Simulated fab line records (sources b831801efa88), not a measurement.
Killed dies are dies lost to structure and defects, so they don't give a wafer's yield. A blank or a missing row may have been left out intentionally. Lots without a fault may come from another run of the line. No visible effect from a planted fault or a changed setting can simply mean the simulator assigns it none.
Code-filled problem report in 8D (eight disciplines) form -- flow gf180mcu -- the parts of the form that need people (team, actions taken, sign-off) are left out
Where a reading is given only as a bound, like >300, the bound stands for it, and a mean or a difference that rests on one is marked > or <: the true number lies beyond.

1. THE PROBLEM
Wafers free of any fault read 0.0698 ohm/sq (standard deviation 0.00088) for M1_ALCU_RS at GF_M1_RS_MEAS_05, against a mean of 7.1346 ohm/sq on 6 wafers of 2 lots. So: +99 or more standard deviations from the usual mean.
The step: measures by four-point-probe.
Seen first at day 17 20:55 on filmMetro-02, wafer L122.1. The record has a number at this step for 33 wafers belonging to 11 lots. By rule, "out" or "out of limits" means more than 4 standard deviations away from the usual mean. Any other wafer with a number is counted as sound.

2. WHAT THIS IS AND IS NOT
question,is,is not
which readings at this step,M1_ALCU_RS,-
which lots,"L122, L123","L117, L119, L120, L125, L131, L132, L136, L137, L140"
which wafers of those lots,all that have a number,-
read on which gauges,filmMetro-02,"filmMetro-01, filmMetro-03"
when,from day 17 20:55,"up to then (9 sound wafers); but 18 sound wafers of L125, L131, L132, L136, L137, L140 came after"

3. THE SUSPECTS, EACH WITH WHAT RULES IT OUT
Counting: a tool at any process step up to the reading remains a suspect when it ran all the lots that are out and ran no sound lot after the first of those.
- the gauge at GF_M1_RS_MEAS_05 is ruled out. All the wafers that are out were read on filmMetro-02, but those of them that GF_PASSIVATION_PROBE_99 has rows for are out there too, on other tools.
- pvdSputter-01 at GF_M1_SPUTTER_02 (material AlCu, target thk 450 nm, time 23.9 s): ruled out as a lasting fault. The sound lots L131, L137 went through it after L122, its earliest lot that is out (day 17 20:50).
Left after counting: nothing in the record.

4. THE CAUSE (what the simulator had put in)
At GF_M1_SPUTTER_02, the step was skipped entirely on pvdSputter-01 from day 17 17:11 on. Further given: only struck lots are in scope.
Counting ruled it out, wrongly: the rule takes a fault to strike every lot that its tool runs from its start on, and this one did not.

5. THE EFFECT CHAIN, in route order
One row per reading whose mean, taken over the struck wafers that have a number, lies over 3 standard deviations from the usual. Scope: only readings with a usual standard deviation given in the record; hours: median across lots of the time from each lot's start at the first step in this table that gives one to its start at this step; sigmas: change in usual standard deviations.
hours,step,reading,usual,on struck wafers,change,sigmas
0,GF_M1_RS_MEAS_05,M1_ALCU_RS,0.0698 ohm/sq,7.1346,+7.0648,+99 or more
0,GF_M1_THK_MEAS_06,M1_ALCU_THK,442 nm,<0,<-442,<-75
300,GF_PASSIVATION_PROBE_99,defectLimitedYield,90.6 %,0.0,-90.6,-65
300,GF_PASSIVATION_PROBE_99,killed_at_M0_to_M3,20,464,+444,+91
300,GF_PASSIVATION_PROBE_99,killedDies,46,492,+446,+66
300,GF_PASSIVATION_PROBE_99,killedOnRim,9.3,96.0,+86.7,+29
300,GF_PASSIVATION_PROBE_99,sort_bin_5_function,5.5 %,96.2,+90.7,+82
300,GF_PASSIVATION_PROBE_99,sortNPass,446,0,-446,-66
300,GF_PASSIVATION_PROBE_99,sortYieldPct,90.6 %,0.0,-90.6,-65
Here are the process steps it includes:
- GF_PASSIVATION_PROBE_99
Readings that are blank on the struck wafers while sound wafers have them: cathodeDcPowerW at GF_M1_SPUTTER_02; chamberPressurePa at GF_M1_SPUTTER_02; throttleValvePct at GF_M1_SPUTTER_02.

6. HOW IT WOULD HAVE BEEN CAUGHT EARLIER
4 hours passed between the start of the fault at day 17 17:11 and the first reading out of limits at a measuring or inspecting step in this record, taken at day 17 20:55.
At GF_M1_SPUTTER_02 the tool's readings are blank on the struck wafers, where sound wafers have them: an empty tool record is the first sign, and it was there at once.
